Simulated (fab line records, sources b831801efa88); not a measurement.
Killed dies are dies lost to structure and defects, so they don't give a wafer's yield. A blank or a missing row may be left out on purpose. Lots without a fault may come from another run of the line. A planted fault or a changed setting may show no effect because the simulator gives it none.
fab line records | flow sky130
record lots=5 wafers=15 last_day=48
route steps=708 shown GATE_OXIDE@199 POLY_GATE@204 RES_PROTECT@206
lots that met no fault: from a run of the same line without faults
start_h: hours from the record's first day to the start of the lot's first wafer shown | wait_h: hours since the lot's step before | " the same as in the row above | L1.1+2: a row that stands for several wafers | - no value, or no start given | * or withheld: withheld | < > ~ a bound
route shown NAME@n: a module of which the file shows steps, and the number in the route of the first | usual: mean/standard deviation of fault-free wafers | same: alike in all rows | chamber/n: place in a boat | sites: the reading at each site | _std_site: their standard deviation | _edge_site: outer sites' mean less inner sites' | radius_mm: how far each site lies from the wafer's centre | mask NAME#n: copy n | behind: the tool/chamber that last shaped the wafer | hold: why the lot was held/for how many hours/how that ended | device: the transistor (n, p or np) that didn't switch | end of line: the same wafers' tests at the end of the route | a step without rows: its recipe alone | killed: dies lost to structure and defects at the first sort, not the wafer's yield | map: a wafer's dies, x killed, . not, _ none there
set.NAME: the setting as run; set.NAME@STEP: as run at that earlier step | model.NAME: the simulator's own value behind a step, which no gauge read
lots at some steps of the route; a table a step, a row a wafer
services: from which hour (start_h, from the record's first day; less than 0 if before it) a tool's chamber was out of use, for how many hours, and why
## steps
# step SKY_GATE_OXIDE_WET_ETCH_12
# recipe chemistry=dHF target_depth_nm=16.8 dry=n2_spin target=SiO2 dilution=100:1 temp_c=25 time_s=336
# columns lot.wafer tool chamber start_h wait_h
L079.1+2+6 wet_bench-01 2 347.66 0.1
L080.1+4+5 wet_bench-03 3 358.42 0.1
L081.1+3+4 wet_bench-01 2 365.11 0.1
L082.1+4+5 wet_bench-04 3 372.17 0.1
L084.1+3+5 wet_bench-01 1 389.60 0.1
# step SKY_GATE_OXIDE_STRIP_13
# recipe chemistry=O2/N2 power_w=1400 pressure_mtorr=1500 platen_temp_c=withheld o2_flow_sccm=3000 n2_flow_sccm=300 overash_fraction=0.5
# usual drypump_motor_current_A=5.4/0.35 oes_product_au=0.715/0.0048 strip_time_to_endpoint_s=14.17/0.047
# columns lot.wafer tool chamber start_h wait_h drypump_motor_current_A oes_product_au rf_hours_counter_h strip_time_to_endpoint_s
L079.1 plasma_asher-02 1 347.76 0.0 5.4 0.706 66 14.17
L079.2 " 0 " " 5.3 0.721 66 14.11
L079.6 " 0 " " 5.3 0.707 - 14.18
L080.1 plasma_asher-04 1 358.54 0.0 4.9 0.715 54 14.12
L080.4 " 1 " " 4.9 0.719 - 14.11
L080.5 " 1 " " 5.0 0.710 - 14.09
L081.1 plasma_asher-01 1 365.22 0.0 5.9 0.703 23 14.18
L081.3 " 1 " " 5.9 0.723 - 14.21
L081.4 " 0 " " 6.1 0.709 - 14.23
L082.1 plasma_asher-02 0 372.40 0.0 5.3 0.721 68 14.19
L082.4 " 0 " " 5.3 0.712 - 14.13
L082.5 " 1 " " 5.4 0.710 - 14.21
L084.1 plasma_asher-04 1 389.71 0.0 5.0 0.715 57 14.27
L084.3 " 1 " " 5.0 0.722 - 14.23
L084.5 " 0 " " 5.4 0.722 - 14.22
# step SKY_GATE_OXIDE_TW_MEAS_14
# usual GATE_OXIDE_TW=221.9/2
# columns lot.wafer tool chamber start_h wait_h GATE_OXIDE_TW
L079.1 film_metro-04 - 347.86 0.1 223.4
L079.2 " - " " 223.0
L079.6 " - " " 222.1
L080.1 film_metro-02 - 358.64 0.1 218.6
L080.4 " - " " 218.9
L080.5 " - " " 219.0
L081.1 film_metro-01 - 365.32 0.1 221.2
L081.3 " - " " 223.2
L081.4 " - " " 221.6
L082.1 film_metro-02 - 372.50 0.1 219.4
L082.4 " - " " 220.2
L082.5 " - " " 219.9
L084.1 film_metro-02 - 389.81 0.1 219.9
L084.3 " - " " 220.2
L084.5 " - " " 219.6
# step SKY_GATE_OXIDE_CLEAN_15
# recipe chemistry=SC1/SC2 mix=1:4:20 temp_c=70 time_s=150 dry=n2_spin
# usual bath_guard_temp_C=70.0/0.66
# columns lot.wafer tool chamber start_h wait_h bath_guard_temp_C
L079.1 wet_bench-03 1 347.92 0.1 70.1
L079.2 " 1 " " 69.9
L079.6 " 1 " " 69.5
L080.1 wet_bench-01 1 358.70 0.1 69.0
L080.4 " 1 " " 69.1
L080.5 " 1 " " 69.3
L081.1 wet_bench-03 0 365.38 0.1 71.2
L081.3 " 0 " " 71.2
L081.4 " 0 " " 71.1
L082.1 wet_bench-03 0 372.56 0.1 71.7
L082.4 " 0 " " 71.2
L082.5 " 0 " " 71.3
L084.1 wet_bench-01 2 389.87 0.1 69.9
L084.3 " 2 " " 69.7
L084.5 " 2 " " 69.7
# step SKY_GATE_OXIDE_OXIDATION_16
# recipe temp_c=800 ambient=O2 idle_temp_c=700 ramp_up_c_per_min=10 ramp_down_c_per_min=3 stabilise_s=600 purge_s=300 target_thk_a=35.7 ox_time_s=1915
# usual spike_tc_bottom_C=819.6/1.1 zone_power_lower_pct=14.5/0.6
# same purge_s=300
# columns lot.wafer tool chamber start_h wait_h spike_tc_bottom_C zone_power_lower_pct
L079.1 furnace-01 0 350.02 2.0 819.8 13.9
L079.2 " 0 " " 820.1 14.1
L079.6 " 0 " " 820.0 14.0
L080.1 furnace-01 0 358.75 0.0 820.9 14.0
L080.4 " 0 " " 820.4 13.8
L080.5 " 0 " " 819.8 14.0
L081.1 furnace-01 0 366.42 1.0 819.5 13.5
L081.3 " 0 " " 819.8 14.0
L081.4 " 0 " " 819.8 14.2
L082.1 furnace-01 0 372.81 0.2 819.2 13.8
L082.4 " 0 " " 819.8 14.1
L082.5 " 0 " " 819.9 13.7
L084.1 furnace-02 0 390.44 0.5 818.1 15.1
L084.3 " 0 " " 820.0 15.2
L084.5 " 0 " " 819.7 15.1
# step SKY_POLY_GATE_CVD_00
# recipe material=poly-Si target_thk_nm=180 temp_c=620 time_s=720 pressure_mtorr=200
# usual spike_tc_bottom_C=639.6/2.2 zone_power_lower_pct=8.07/0.19
# columns lot.wafer tool chamber start_h wait_h spike_tc_bottom_C zone_power_lower_pct
L079.1 lpcvd-01 0 351.55 0.0 637.3 7.79
L079.2 " 0 " " 638.8 7.88
L079.6 " 0 " " 640.0 7.81
L080.1 lpcvd-01 1 360.28 0.0 639.7 8.37
L080.4 " 1 " " 640.8 8.43
L080.5 " 1 " " 641.8 8.38
L081.1 lpcvd-01 1 367.95 0.0 642.8 8.27
L081.3 " 1 " " 643.4 8.29
L081.4 " 1 " " 639.5 8.30
L082.1 lpcvd-01 1 374.34 0.0 641.6 8.18
L082.4 " 1 " " 641.6 8.29
L082.5 " 1 " " 641.9 8.28
L084.1 lpcvd-01 0 403.27 11.3 638.8 7.79
L084.3 " 0 " " 636.3 8.01
L084.5 " 0 " " 637.7 7.89
# step SKY_POLY_GATE_THK_MEAS_01
# recipe reads=poly-Si_of_POLY_GATE_CVD_00
# usual POLY_GATE_CVD_00_THK=180.3/1.8
# columns lot.wafer tool chamber start_h wait_h POLY_GATE_CVD_00_THK[nm]
L079.1 film_metro-01 - 352.75 0.0 179.9
L079.2 " - " " 179.8
L079.6 " - " " 179.3
L080.1 film_metro-03 - 361.48 0.0 181.2
L080.4 " - " " 180.6
L080.5 " - " " 181.0
L081.1 film_metro-04 - 369.15 0.0 182.8
L081.3 " - " " 182.6
L081.4 " - " " 182.3
L082.1 film_metro-04 - 375.54 0.0 181.2
L082.4 " - " " 180.4
L082.5 " - " " 180.4
L084.1 film_metro-01 - 405.07 0.0 179.2
L084.3 " - " " 178.1
L084.5 " - " " 179.3
# step SKY_RES_PROTECT_DEHYDRATE_00
# recipe temp_c=200 time_s=60
# columns lot.wafer tool chamber start_h wait_h
L079.1+2+6 litho_track-01 0 365.68 12.9
L080.1+4+5 litho_track-04 0 375.12 13.6
L081.1+3+4 litho_track-03 0 383.46 14.3
L082.1+4+5 litho_track-03 0 389.41 13.9
L084.1+3+5 litho_track-04 0 419.62 14.5
# step SKY_RES_PROTECT_HMDS_01
# recipe prime_time_s=60 prime_temp_c=120
# columns lot.wafer tool chamber start_h wait_h
L079.1+2+6 litho_track-01 0 365.83 0.1
L080.1+4+5 litho_track-04 0 375.27 0.1
L081.1+3+4 litho_track-03 0 383.61 0.1
L082.1+4+5 litho_track-03 0 389.56 0.1
L084.1+3+5 litho_track-04 0 419.77 0.1
# step SKY_RES_PROTECT_COAT_02
# recipe resist=NOVOLAK spin_rpm=3000 resist_thk_nm=1140
# usual dispense_pressure_kPa=50.0/1.2
# columns lot.wafer tool chamber start_h wait_h dispense_pressure_kPa
L079.1 litho_track-01 0 365.98 0.1 51.8
L079.2 " 0 " " 51.8
L079.6 " 0 " " 51.8
L080.1 litho_track-04 0 375.42 0.1 49.0
L080.4 " 0 " " 49.0
L080.5 " 0 " " 48.9
L081.1 litho_track-03 0 383.76 0.1 50.7
L081.3 " 0 " " 50.6
L081.4 " 0 " " 50.7
L082.1 litho_track-03 0 389.71 0.1 50.7
L082.4 " 0 " " 50.7
L082.5 " 0 " " 50.7
L084.1 litho_track-04 0 419.92 0.1 48.9
L084.3 " 0 " " 48.9
L084.5 " 0 " " 48.9
# step SKY_RES_PROTECT_SOFTBAKE_03
# recipe temp_c=90 time_s=60 resist=NOVOLAK
# columns lot.wafer tool chamber start_h wait_h
L079.1+2+6 litho_track-01 0 366.13 0.1
L080.1+4+5 litho_track-04 0 375.57 0.1
L081.1+3+4 litho_track-03 0 383.91 0.1
L082.1+4+5 litho_track-03 0 389.86 0.1
L084.1+3+5 litho_track-04 0 420.07 0.1
# step SKY_RES_PROTECT_EXPOSE_04
# recipe mask_id=RPM na=0.6 source_shape=conventional sigma_outer=0.6 polarization=unpolarized target_cd_nm=1270 dose_mj=131
# columns lot.wafer tool chamber start_h wait_h mask
L079.1+2+6 iline_stepper-02 0 - - RPM#0
L080.1+4+5 iline_stepper-02 0 - - RPM#0
L081.1+3+4 iline_stepper-01 0 - - RPM#0
L082.1+4+5 iline_stepper-01 0 - - RPM#0
L084.1+3+5 iline_stepper-01 0 - - RPM#0
# step SKY_RES_PROTECT_PEB_05
# recipe temp_c=withheld time_s=* resist=NOVOLAK
# columns lot.wafer tool chamber start_h wait_h
L079.1+2+6 litho_track-03 0 - -
L080.1+4+5 litho_track-03 0 - -
L081.1+3+4 litho_track-01 0 - -
L082.1+4+5 litho_track-03 0 - -
L084.1+3+5 litho_track-04 0 - -
# step SKY_RES_PROTECT_DEVELOP_06
# recipe resist=NOVOLAK developer=TMAH develop_time_s=60 dev_temp_c=23
# same develop_time_s=60
# columns lot.wafer tool chamber start_h wait_h
L079.1+2+6 litho_track-03 0 380.61 0.1
L080.1+4+5 litho_track-03 0 390.16 0.1
L081.1+3+4 litho_track-01 0 398.03 0.1
L082.1+4+5 litho_track-03 0 404.51 0.1
L084.1+3+5 litho_track-04 0 435.02 0.1
# step SKY_POLY_GATE_IMPLANT_02
# recipe species=P energy_kev=30 dose_cm2=7.7e+15 tilt_deg=0
# usual faraday_current_uA=11474/1300
# columns lot.wafer tool chamber start_h wait_h faraday_current_uA
L079.1 implanter-01 0 380.76 0.1 9567
L079.2 " 0 " " 10002
L079.6 " 0 " " 9840
L080.1 implanter-02 0 390.31 0.1 11763
L080.4 " 0 " " 11647
L080.5 " 0 " " 11683
L081.1 implanter-01 0 398.18 0.1 9959
L081.3 " 0 " " 10071
L081.4 " 0 " " 9993
L082.1 implanter-01 0 404.66 0.1 9957
L082.4 " 0 " " 9693
L082.5 " 0 " " 10011
L084.1 implanter-03 0 435.24 0.2 12955
L084.3 " 0 " " 12774
L084.5 " 0 " " 13419
# step SKY_RES_PROTECT_STRIP_07
# recipe chemistry=O2/N2 power_w=1400 pressure_mtorr=1500 platen_temp_c=withheld o2_flow_sccm=3000 n2_flow_sccm=300 overash_fraction=0.5
# usual drypump_motor_current_A=5.5/0.38 oes_product_au=0.518/0.0044 strip_time_to_endpoint_s=23.27/0.046
# columns lot.wafer tool chamber start_h wait_h drypump_motor_current_A oes_product_au rf_hours_counter_h strip_time_to_endpoint_s
L079.1 plasma_asher-01 0 380.91 0.1 6.1 0.508 25 23.26
L079.2 " 1 " " 5.9 0.519 25 23.26
L079.6 " 0 " " 6.1 0.512 - 23.28
L080.1 plasma_asher-04 0 390.46 0.1 5.5 0.517 57 23.19
L080.4 " 0 " " 5.4 0.520 - 23.27
L080.5 " 1 " " 4.9 0.521 - 23.19
L081.1 plasma_asher-01 1 398.33 0.1 5.9 0.520 27 23.25
L081.3 " 0 " " 6.1 0.519 - 23.27
L081.4 " 1 " " 5.9 0.515 - 23.27
L082.1 plasma_asher-03 0 404.81 0.1 5.4 0.520 73 23.19
L082.4 " 0 " " 5.3 0.513 - 23.23
L082.5 " 0 " " 5.4 0.508 - 23.23
L084.1 plasma_asher-01 0 435.39 0.1 6.1 0.523 31 23.26
L084.3 " 0 " " 6.1 0.514 - 23.26
L084.5 " 0 " " 6.1 0.526 - 23.27
# step SKY_RES_PROTECT_TW_MEAS_08
# usual POLY_GATE_TW=3998/37
# columns lot.wafer tool chamber start_h wait_h POLY_GATE_TW
L079.1 film_metro-01 - 381.01 0.1 3996
L079.2 " - " " 4015
L079.6 " - " " 4022
L080.1 film_metro-02 - 390.56 0.1 3950
L080.4 " - " " 3957
L080.5 " - " " 3970
L081.1 film_metro-01 - 398.43 0.1 3994
L081.3 " - " " 4003
L081.4 " - " " 4010
L082.1 film_metro-03 - 404.91 0.1 4037
L082.4 " - " " 4017
L082.5 " - " " 4050
L084.1 film_metro-03 - 435.49 0.1 4008
L084.3 " - " " 4010
L084.5 " - " " 4013
# step SKY_RES_PROTECT_CLEAN_09
# recipe chemistry=SC1/SC2 mix=1:4:20 temp_c=70 time_s=150 dry=n2_spin
# usual bath_guard_temp_C=69.9/0.61
# columns lot.wafer tool chamber start_h wait_h bath_guard_temp_C
L079.1 wet_bench-03 3 381.07 0.1 70.6
L079.2 " 3 " " 70.3
L079.6 " 3 " " 70.5
L080.1 wet_bench-04 0 390.62 0.1 70.1
L080.4 " 0 " " 69.8
L080.5 " 0 " " 69.5
L081.1 wet_bench-04 3 398.49 0.1 70.2
L081.3 " 3 " " 70.1
L081.4 " 3 " " 70.1
L082.1 wet_bench-03 0 404.97 0.1 71.0
L082.4 " 0 " " 71.0
L082.5 " 0 " " 71.1
L084.1 wet_bench-02 2 435.55 0.1 69.4
L084.3 " 2 " " 69.6
L084.5 " 2 " " 69.4
# step SKY_POLY_GATE_CVD_03
# recipe material=Si3N4 precursor=DCS/NH3 target_thk_nm=75 temp_c=770 time_s=1290 pressure_mtorr=250
# usual spike_tc_bottom_C=788.4/1.4 zone_power_lower_pct=14.0/1.2
# columns lot.wafer tool chamber start_h wait_h spike_tc_bottom_C zone_power_lower_pct
L079.1 lpcvd-02 0 381.88 0.8 790.3 15.4
L079.2 " 0 " " 790.7 15.2
L079.6 " 0 " " 788.3 15.3
L080.1 lpcvd-02 1 390.67 0.0 789.1 13.1
L080.4 " 1 " " 785.1 13.0
L080.5 " 1 " " 788.8 12.9
L081.1 lpcvd-02 0 399.69 1.2 787.9 15.3
L081.3 " 0 " " 792.0 15.3
L081.4 " 0 " " 790.7 15.1
L082.1 lpcvd-02 0 406.30 1.3 788.5 15.2
L082.4 " 0 " " 789.0 15.2
L082.5 " 0 " " 790.7 15.2
L084.1 lpcvd-02 1 435.61 0.0 788.4 12.8
L084.3 " 1 " " 786.0 12.9
L084.5 " 1 " " 788.8 12.8
# step SKY_POLY_GATE_THK_MEAS_04
# recipe reads=Si3N4_of_POLY_GATE_CVD_03
# usual POLY_GATE_CVD_03_THK=74.9/0.7
# columns lot.wafer tool chamber start_h wait_h POLY_GATE_CVD_03_THK[nm]
L079.1 film_metro-01 - 383.24 0.0 73.9
L079.2 " - " " 74.1
L079.6 " - " " 74.2
L080.1 film_metro-01 - 392.03 0.0 74.2
L080.4 " - " " 75.1
L080.5 " - " " 74.9
L081.1 film_metro-01 - 401.05 0.0 74.4
L081.3 " - " " 75.1
L081.4 " - " " 75.0
L082.1 film_metro-04 - 407.66 0.0 75.0
L082.4 " - " " 75.0
L082.5 " - " " 74.6
L084.1 film_metro-03 - 436.97 0.0 73.4
L084.3 " - " " 73.8
L084.5 " - " " 73.3
# step SKY_POLY_GATE_DEHYDRATE_05
# recipe temp_c=200 time_s=60
# columns lot.wafer tool chamber start_h wait_h
L079.1+2+6 litho_track-03 0 396.36 13.1
L080.1+4+5 litho_track-03 0 405.61 13.6
L081.1+3+4 litho_track-02 0 415.09 14.0
L082.1+4+5 litho_track-03 0 422.26 14.6
L084.1+3+5 litho_track-03 0 451.71 14.7
# step SKY_POLY_GATE_HMDS_06
# recipe prime_time_s=60 prime_temp_c=120
# columns lot.wafer tool chamber start_h wait_h
L079.1+2+6 litho_track-03 0 396.51 0.1
L080.1+4+5 litho_track-03 0 405.76 0.1
L081.1+3+4 litho_track-02 0 415.24 0.1
L082.1+4+5 litho_track-03 0 422.41 0.1
L084.1+3+5 litho_track-03 0 451.86 0.1
# step SKY_POLY_GATE_COAT_07
# recipe resist=BARC temp_c=withheld time_s=withheld spin_rpm=3000 resist_thk_nm=110
# usual dispense_pressure_kPa=50.7/1.1
# columns lot.wafer tool chamber start_h wait_h dispense_pressure_kPa
L079.1 litho_track-03 0 396.66 0.1 50.7
L079.2 " 0 " " 50.6
L079.6 " 0 " " 50.7
L080.1 litho_track-03 0 405.91 0.1 50.6
L080.4 " 0 " " 50.7
L080.5 " 0 " " 50.6
L081.1 litho_track-02 0 415.39 0.1 48.9
L081.3 " 0 " " 48.9
L081.4 " 0 " " 49.0
L082.1 litho_track-03 0 422.56 0.1 50.7
L082.4 " 0 " " 50.7
L082.5 " 0 " " 50.6
L084.1 litho_track-03 0 452.01 0.1 50.7
L084.3 " 0 " " 50.7
L084.5 " 0 " " 50.7
## services
# columns tool chamber start_h hours kind
iline_stepper-02 - 335.47 2.5 repair
implanter-03 - 337.96 2.5 repair
lpcvd-02 - 348.68 0.5 repair
implanter-03 - 372.17 1.7 repair
furnace-02 - 374.06 4.1 pm
lpcvd-01 - 386.07 17.2 pm
implanter-03 - 386.50 4.1 pm
implanter-01 - 389.87 5.1 pm
wet_bench-03 - 391.86 4.4 pm
plasma_asher-04 - 392.91 1.9 repair
plasma_asher-01 - 399.86 0.5 repair
plasma_asher-03 - 408.23 4.3 pm
plasma_asher-04 - 415.36 4.1 repair
plasma_asher-03 - 421.25 9.0 pm
furnace-02 - 423.25 3.9 pm
plasma_asher-02 - 427.39 11.1 repair
implanter-01 - 428.88 0.7 repair
iline_stepper-01 - 429.02 1.7 pm
implanter-01 - 431.14 4.7 repair
iline_stepper-01 - 434.51 3.7 repair
implanter-03 - 442.52 4.1 pm
furnace-01 - 442.57 3.9 pm
plasma_asher-03 - 445.28 14.7 pm
wet_bench-02 - 447.14 0.6 repair
## key
fault none
